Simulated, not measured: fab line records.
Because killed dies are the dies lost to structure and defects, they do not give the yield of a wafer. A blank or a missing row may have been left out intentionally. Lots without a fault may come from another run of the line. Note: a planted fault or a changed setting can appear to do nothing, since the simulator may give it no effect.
Problem report, 8D (eight disciplines) form, completed by code	flow sky130	the parts of the form that need people (team, actions taken, sign-off) are left out

1. THE PROBLEM
cathode_dc_power_W at SKY_METAL1_SPUTTER_01 reads a mean of 6160.4 W on 6 wafers of 2 lots; wafers without a fault read 6499.9 W with a standard deviation of 1.1. So: -99 or more standard deviations from the usual mean.
The step: material TiN, target thk 20 nm, time 16.7 s.
First seen on wafer L723.1, day 37 16:15, on pvd_sputter-02. Wafers with a number at this step in the record: 36, from 12 lots. The rule behind "out" and "out of limits": a value lying over 4 standard deviations away from the usual mean. All remaining wafers that have a number are taken as sound.

2. WHAT THIS IS AND IS NOT
question	is	is not
which readings at this step	cathode_dc_power_W	throttle_valve_pct
which lots	L723, L724	L705, L706, L708, L710, L714, L715, L720, L722, L727, L728
which wafers of those lots	all that have a number	-
read on which tools	pvd_sputter-02	pvd_sputter-03, pvd_sputter-04
when	from day 37 16:15	up to then (24 sound wafers); but 6 sound wafers of L727, L728 came after

3. SUSPECTS, AND WHAT RULES EACH OUT
Counting: a tool at any process step up to the reading remains a suspect when it ran all the lots that are out and ran no sound lot after the first of those.
- pvd_sputter-02 at SKY_METAL1_SPUTTER_01 (material TiN, target thk 20 nm, time 16.7 s): kept. All lots that are out passed through it, beginning with L723 at day 37 16:15, and no sound lot followed; its final sound lot before that point was L715 at day 35 10:53. Its own readings are out on those wafers: cathode_dc_power_W.
Remaining after the count: pvd_sputter-02 at SKY_METAL1_SPUTTER_01.

4. THE CAUSE (what the simulator had put in)
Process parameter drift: pvd_sputter-02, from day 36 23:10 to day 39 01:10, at SKY_METAL1_SPUTTER_01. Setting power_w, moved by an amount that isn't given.
Counting left only this tool.

5. THE EFFECT CHAIN, in route order
One row per reading whose mean, taken over the struck wafers that have a number, lies over 3 standard deviations from the usual. Readings are gone through only where the record gives a usual standard deviation; hours: the median, over the lots, of the time from a lot's start at the first step in this table giving one to that lot's start at this step; sigmas: the change measured in usual standard deviations.
hours	step	reading	usual	on struck wafers	change	sigmas
0	SKY_METAL1_SPUTTER_01	cathode_dc_power_W	6499.9 W	6160.4	-339.5	-99 or more
Process steps it contains:
- SKY_METAL1_SPUTTER_01: material TiN, target thk 20 nm, time 16.7 s.

6. HOW IT WOULD HAVE BEEN CAUGHT EARLIER
First out-of-limits reading in this record: day 37 16:15, which is 17 hours after fault onset at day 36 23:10.
